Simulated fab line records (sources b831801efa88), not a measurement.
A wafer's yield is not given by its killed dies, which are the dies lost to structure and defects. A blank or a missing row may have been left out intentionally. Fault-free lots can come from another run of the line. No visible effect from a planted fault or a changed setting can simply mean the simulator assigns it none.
Which tool was responsible? || flow gf180mcu || 42 wafers from 14 lots sampled at 5 of the route's 602 steps

## WHAT THE GAUGES SHOWED, per wafer
GF_HV_LDD_OVL_MEAS_20. Usual: for HV_LDD_01_OVL the level is -0.8 nm and the standard deviation is 1.3.
{"lot": "L777", "measured": "day 10 17:46", "on": "overlay-02", "HV_LDD_01_OVL (nm)": "-0.7 0.3 -1.3", "flag": ""}
{"lot": "L779", "measured": "day 11 08:02", "on": "overlay-01", "HV_LDD_01_OVL (nm)": "0.2 -1.2 0.2", "flag": ""}
{"lot": "L780", "measured": "day 11 18:34", "on": "overlay-01", "HV_LDD_01_OVL (nm)": "0.8 1.2 -0.3", "flag": ""}
{"lot": "L781", "measured": "day 12 01:34", "on": "overlay-01", "HV_LDD_01_OVL (nm)": "0.9 -0.4 0.1", "flag": ""}
{"lot": "L782", "measured": "day 12 08:58", "on": "overlay-01", "HV_LDD_01_OVL (nm)": "-1.9 -1.1 -1.1", "flag": ""}
{"lot": "L784", "measured": "day 12 22:28", "on": "overlay-02", "HV_LDD_01_OVL (nm)": "0.2 -1.3 0.0", "flag": ""}
{"lot": "L785", "measured": "day 13 08:19", "on": "overlay-01", "HV_LDD_01_OVL (nm)": "-0.3 0.8 0.2", "flag": ""}
{"lot": "L787", "measured": "day 13 22:58", "on": "overlay-01", "HV_LDD_01_OVL (nm)": "-0.9 -1.6 -1.2", "flag": ""}
{"lot": "L788", "measured": "day 14 07:11", "on": "overlay-01", "HV_LDD_01_OVL (nm)": "0.6 1.6 -0.5", "flag": ""}
{"lot": "L793", "measured": "day 15 21:08", "on": "overlay-02", "HV_LDD_01_OVL (nm)": "-0.6 -1.0 0.1", "flag": ""}
{"lot": "L797", "measured": "day 17 00:50", "on": "overlay-02", "HV_LDD_01_OVL (nm)": "0.8 2.7 -1.2", "flag": ""}
{"lot": "L798", "measured": "day 17 10:09", "on": "overlay-02", "HV_LDD_01_OVL (nm)": "0.3 -0.4 -0.1", "flag": ""}
{"lot": "L799", "measured": "day 17 15:43", "on": "overlay-02", "HV_LDD_01_OVL (nm)": "2.2 0.5 2.0", "flag": ""}
{"lot": "L800", "measured": "day 18 01:04", "on": "overlay-02", "HV_LDD_01_OVL (nm)": "-1.7 -1.4 -1.7", "flag": ""}

GF_HV_LDD_TW_MEAS_38. Usual: for HV_LDD_3_TW the level is 1437 and the standard deviation is 11.
{"lot": "L777", "measured": "day 11 12:50", "on": "filmMetro-04", "HV_LDD_3_TW": "1447 1445 1450", "flag": ""}
{"lot": "L779", "measured": "day 12 04:07", "on": "filmMetro-04", "HV_LDD_3_TW": "1439 1435 1445", "flag": ""}
{"lot": "L780", "measured": "day 12 14:33", "on": "filmMetro-02", "HV_LDD_3_TW": "1442 1438 1449", "flag": ""}
{"lot": "L781", "measured": "day 12 22:49", "on": "filmMetro-04", "HV_LDD_3_TW": "1438 1434 1431", "flag": ""}
{"lot": "L782", "measured": "day 13 05:07", "on": "filmMetro-01", "HV_LDD_3_TW": "1424 1417 1419", "flag": ""}
{"lot": "L784", "measured": "day 13 19:25", "on": "filmMetro-02", "HV_LDD_3_TW": "1441 1437 1450", "flag": ""}
{"lot": "L785", "measured": "day 14 04:47", "on": "filmMetro-01", "HV_LDD_3_TW": "1414 1423 1422", "flag": ""}
{"lot": "L787", "measured": "day 14 20:16", "on": "filmMetro-01", "HV_LDD_3_TW": "1412 1418 1415", "flag": ""}
{"lot": "L788", "measured": "day 15 05:25", "on": "filmMetro-01", "HV_LDD_3_TW": "1413 1426 1420", "flag": ""}
{"lot": "L793", "measured": "day 16 21:00", "on": "filmMetro-02", "HV_LDD_3_TW": "1458 1455 1452", "flag": ""}
{"lot": "L797", "measured": "day 18 00:28", "on": "filmMetro-02", "HV_LDD_3_TW": "1432 1432 1443", "flag": ""}
{"lot": "L798", "measured": "day 18 10:33", "on": "filmMetro-04", "HV_LDD_3_TW": "1439 1441 1447", "flag": ""}
{"lot": "L799", "measured": "day 18 16:28", "on": "filmMetro-02", "HV_LDD_3_TW": "1436 1439 1440", "flag": ""}
{"lot": "L800", "measured": "day 19 02:00", "on": "filmMetro-02", "HV_LDD_3_TW": "1440 1449 1442", "flag": ""}

GF_HV_LDD_TW_MEAS_50. Usual: for HV_LDD_4_TW the level is 569 and the standard deviation is 4.7.
{"lot": "L777", "measured": "day 12 08:01", "on": "filmMetro-04", "HV_LDD_4_TW": "569 568 568", "flag": ""}
{"lot": "L779", "measured": "day 13 00:19", "on": "filmMetro-02", "HV_LDD_4_TW": "572 572 570", "flag": ""}
{"lot": "L780", "measured": "day 13 11:13", "on": "filmMetro-04", "HV_LDD_4_TW": "568 569 571", "flag": ""}
{"lot": "L781", "measured": "day 13 19:49", "on": "filmMetro-01", "HV_LDD_4_TW": "562 561 564", "flag": ""}
{"lot": "L782", "measured": "day 14 01:49", "on": "filmMetro-02", "HV_LDD_4_TW": "572 569 570", "flag": ""}
{"lot": "L784", "measured": "day 14 16:25", "on": "filmMetro-02", "HV_LDD_4_TW": "574 575 570", "flag": ""}
{"lot": "L785", "measured": "day 15 01:56", "on": "filmMetro-01", "HV_LDD_4_TW": "565 563 560", "flag": ""}
{"lot": "L787", "measured": "day 15 18:05", "on": "filmMetro-04", "HV_LDD_4_TW": "30 30 30", "flag": "OFF"}
{"lot": "L788", "measured": "day 16 03:16", "on": "filmMetro-04", "HV_LDD_4_TW": "30 30 30", "flag": "OFF"}
{"lot": "L793", "measured": "day 17 19:58", "on": "filmMetro-04", "HV_LDD_4_TW": "567 569 569", "flag": ""}
{"lot": "L797", "measured": "day 19 00:36", "on": "filmMetro-02", "HV_LDD_4_TW": "573 571 572", "flag": ""}
{"lot": "L798", "measured": "day 19 11:17", "on": "filmMetro-02", "HV_LDD_4_TW": "574 572 573", "flag": ""}
{"lot": "L799", "measured": "day 19 17:37", "on": "filmMetro-04", "HV_LDD_4_TW": "572 572 571", "flag": ""}
{"lot": "L800", "measured": "day 20 03:00", "on": "filmMetro-04", "HV_LDD_4_TW": "571 573 572", "flag": ""}

## WHAT TOOL EACH LOT RAN ON (gives the tool, then ch and the chambers of the sampled wafers, and finally the start)
{"lot": "L777", "GF_HV_LDD_IMPLANT_48": "implanter-02 ch 0, day 12 07:45", "GF_HV_LDD_STRIP_49": "plasmaAsher-03 ch 0,1, day 12 07:55"}
{"lot": "L779", "GF_HV_LDD_IMPLANT_48": "implanter-02 ch 0, day 13 00:05", "GF_HV_LDD_STRIP_49": "plasmaAsher-04 ch 0,1, day 13 00:12"}
{"lot": "L780", "GF_HV_LDD_IMPLANT_48": "implanter-03 ch 0, day 13 10:58", "GF_HV_LDD_STRIP_49": "plasmaAsher-02 ch 0,1, day 13 11:07"}
{"lot": "L781", "GF_HV_LDD_IMPLANT_48": "implanter-02 ch 0, day 13 19:35", "GF_HV_LDD_STRIP_49": "plasmaAsher-02 ch 0,1, day 13 19:44"}
{"lot": "L782", "GF_HV_LDD_IMPLANT_48": "implanter-03 ch 0, day 14 01:35", "GF_HV_LDD_STRIP_49": "plasmaAsher-03 ch 0,1, day 14 01:42"}
{"lot": "L784", "GF_HV_LDD_IMPLANT_48": "implanter-04 ch 0, day 14 16:11", "GF_HV_LDD_STRIP_49": "plasmaAsher-02 ch 0,1, day 14 16:19"}
{"lot": "L785", "GF_HV_LDD_IMPLANT_48": "implanter-02 ch 0, day 15 01:41", "GF_HV_LDD_STRIP_49": "plasmaAsher-02 ch 0,1, day 15 01:50"}
{"lot": "L787", "GF_HV_LDD_IMPLANT_48": "implanter-03, day 15 17:50", "GF_HV_LDD_STRIP_49": "plasmaAsher-04 ch 0,1, day 15 17:59"}
{"lot": "L788", "GF_HV_LDD_IMPLANT_48": "implanter-02, day 16 03:03", "GF_HV_LDD_STRIP_49": "plasmaAsher-04 ch 0,1, day 16 03:11"}
{"lot": "L793", "GF_HV_LDD_IMPLANT_48": "implanter-02 ch 0, day 17 19:44", "GF_HV_LDD_STRIP_49": "plasmaAsher-03 ch 0,1, day 17 19:51"}
{"lot": "L797", "GF_HV_LDD_IMPLANT_48": "implanter-02 ch 0, day 19 00:22", "GF_HV_LDD_STRIP_49": "plasmaAsher-04 ch 0,1, day 19 00:29"}
{"lot": "L798", "GF_HV_LDD_IMPLANT_48": "implanter-02 ch 0, day 19 11:02", "GF_HV_LDD_STRIP_49": "plasmaAsher-04 ch 0,1, day 19 11:11"}
{"lot": "L799", "GF_HV_LDD_IMPLANT_48": "implanter-03 ch 0, day 19 17:24", "GF_HV_LDD_STRIP_49": "plasmaAsher-02 ch 0,1, day 19 17:32"}
{"lot": "L800", "GF_HV_LDD_IMPLANT_48": "implanter-02 ch 0, day 20 02:45", "GF_HV_LDD_STRIP_49": "plasmaAsher-04 ch 0,1, day 20 02:54"}
- GF_HV_LDD_IMPLANT_48
- GF_HV_LDD_STRIP_49: strips in O2/N2.

## WHAT THE TOOLS THEMSELVES READ (means of the sampled wafers that have a number; where no wafer has one, the mark that the record gives instead)
GF_HV_LDD_IMPLANT_48. Usual: beamEnergyKeV 25.000, standard deviation 0.0073; beamOnS 10.00 s, standard deviation 0.22.
{"lot": "L777", "tool": "implanter-02", "beamEnergyKeV": 25.000, "beamOnS (s)": 9.98, "flag": ""}
{"lot": "L779", "tool": "implanter-02", "beamEnergyKeV": 25.005, "beamOnS (s)": 9.94, "flag": ""}
{"lot": "L780", "tool": "implanter-03", "beamEnergyKeV": 24.991, "beamOnS (s)": 10.09, "flag": ""}
{"lot": "L781", "tool": "implanter-02", "beamEnergyKeV": 25.009, "beamOnS (s)": 10.14, "flag": ""}
{"lot": "L782", "tool": "implanter-03", "beamEnergyKeV": 25.002, "beamOnS (s)": 10.09, "flag": ""}
{"lot": "L784", "tool": "implanter-04", "beamEnergyKeV": 24.996, "beamOnS (s)": 10.14, "flag": ""}
{"lot": "L785", "tool": "implanter-02", "beamEnergyKeV": 25.003, "beamOnS (s)": 9.69, "flag": ""}
{"lot": "L787", "tool": "implanter-03", "beamEnergyKeV": "-", "beamOnS (s)": "-", "flag": "OFF"}
{"lot": "L788", "tool": "implanter-02", "beamEnergyKeV": "-", "beamOnS (s)": "-", "flag": "OFF"}
{"lot": "L793", "tool": "implanter-02", "beamEnergyKeV": 24.994, "beamOnS (s)": 9.85, "flag": ""}
{"lot": "L797", "tool": "implanter-02", "beamEnergyKeV": 25.000, "beamOnS (s)": 9.99, "flag": ""}
{"lot": "L798", "tool": "implanter-02", "beamEnergyKeV": 25.004, "beamOnS (s)": 10.01, "flag": ""}
{"lot": "L799", "tool": "implanter-03", "beamEnergyKeV": 24.995, "beamOnS (s)": 9.89, "flag": ""}
{"lot": "L800", "tool": "implanter-02", "beamEnergyKeV": 25.005, "beamOnS (s)": 9.90, "flag": ""}

GF_HV_LDD_STRIP_49. Usual: drypumpMotorCurrentA 5.89 A, standard deviation 0.24; heaterPowerW 354 W, standard deviation 32; oesProductAu 0.716 a.u., standard deviation 0.005; stripTimeToEndpointS 12.64 s, standard deviation 0.036.
{"lot": "L777", "tool": "plasmaAsher-03", "drypumpMotorCurrentA (A)": 5.77, "heaterPowerW (W)": 317, "oesProductAu (a.u.)": 0.720, "stripTimeToEndpointS (s)": 12.54, "flag": ""}
{"lot": "L779", "tool": "plasmaAsher-04", "drypumpMotorCurrentA (A)": 5.93, "heaterPowerW (W)": 386, "oesProductAu (a.u.)": 0.717, "stripTimeToEndpointS (s)": 12.66, "flag": ""}
{"lot": "L780", "tool": "plasmaAsher-02", "drypumpMotorCurrentA (A)": 6.00, "heaterPowerW (W)": 350, "oesProductAu (a.u.)": 0.711, "stripTimeToEndpointS (s)": 12.66, "flag": ""}
{"lot": "L781", "tool": "plasmaAsher-02", "drypumpMotorCurrentA (A)": 6.05, "heaterPowerW (W)": 364, "oesProductAu (a.u.)": 0.717, "stripTimeToEndpointS (s)": 12.63, "flag": ""}
{"lot": "L782", "tool": "plasmaAsher-03", "drypumpMotorCurrentA (A)": 5.47, "heaterPowerW (W)": 305, "oesProductAu (a.u.)": 0.718, "stripTimeToEndpointS (s)": 12.60, "flag": ""}
{"lot": "L784", "tool": "plasmaAsher-02", "drypumpMotorCurrentA (A)": 6.06, "heaterPowerW (W)": 369, "oesProductAu (a.u.)": 0.714, "stripTimeToEndpointS (s)": 12.66, "flag": ""}
{"lot": "L785", "tool": "plasmaAsher-02", "drypumpMotorCurrentA (A)": 5.98, "heaterPowerW (W)": 349, "oesProductAu (a.u.)": 0.714, "stripTimeToEndpointS (s)": 12.64, "flag": ""}
{"lot": "L787", "tool": "plasmaAsher-04", "drypumpMotorCurrentA (A)": 5.91, "heaterPowerW (W)": 367, "oesProductAu (a.u.)": 0.715, "stripTimeToEndpointS (s)": 12.62, "flag": ""}
{"lot": "L788", "tool": "plasmaAsher-04", "drypumpMotorCurrentA (A)": 5.90, "heaterPowerW (W)": 362, "oesProductAu (a.u.)": 0.714, "stripTimeToEndpointS (s)": 12.63, "flag": ""}
{"lot": "L793", "tool": "plasmaAsher-03", "drypumpMotorCurrentA (A)": 5.71, "heaterPowerW (W)": 321, "oesProductAu (a.u.)": 0.720, "stripTimeToEndpointS (s)": 12.59, "flag": ""}
{"lot": "L797", "tool": "plasmaAsher-04", "drypumpMotorCurrentA (A)": 5.88, "heaterPowerW (W)": 358, "oesProductAu (a.u.)": 0.715, "stripTimeToEndpointS (s)": 12.65, "flag": ""}
{"lot": "L798", "tool": "plasmaAsher-04", "drypumpMotorCurrentA (A)": 5.89, "heaterPowerW (W)": 362, "oesProductAu (a.u.)": 0.718, "stripTimeToEndpointS (s)": 12.65, "flag": ""}
{"lot": "L799", "tool": "plasmaAsher-02", "drypumpMotorCurrentA (A)": 6.04, "heaterPowerW (W)": 367, "oesProductAu (a.u.)": 0.712, "stripTimeToEndpointS (s)": 12.66, "flag": ""}
{"lot": "L800", "tool": "plasmaAsher-04", "drypumpMotorCurrentA (A)": 5.89, "heaterPowerW (W)": 360, "oesProductAu (a.u.)": 0.717, "stripTimeToEndpointS (s)": 12.59, "flag": ""}

## THE ANSWER, worked out from the rows above alone
Rule: take the mean of a lot's wafers that have a number; if it is more than 3 standard deviations from the usual mean, the lot is off. A lot without any number at a reading at which 4 lots or more have one is off too. All remaining lots with rows at the step are treated as sound. Order of review: gauges by route order, followed by the tools' own readings, for which a lot's mean as printed above is used. The first step at which some lot is off is used, and at that step the reading that is off furthest; a lot without a number counts as furthest.
Off: L787, L788, at GF_HV_LDD_TW_MEAS_50 (HV_LDD_4_TW).
If a tool, at a process step before that reading, ran all the lots that are off and no sound lot after the first of them, it fits. The gauges at GF_HV_LDD_TW_MEAS_50 aren't tried: what is off there is off at GF_HV_LDD_IMPLANT_48 too, on other tools, and a gauge's error can't cause that. None of those tried fits.

## WHAT THE SIMULATOR PUT IN
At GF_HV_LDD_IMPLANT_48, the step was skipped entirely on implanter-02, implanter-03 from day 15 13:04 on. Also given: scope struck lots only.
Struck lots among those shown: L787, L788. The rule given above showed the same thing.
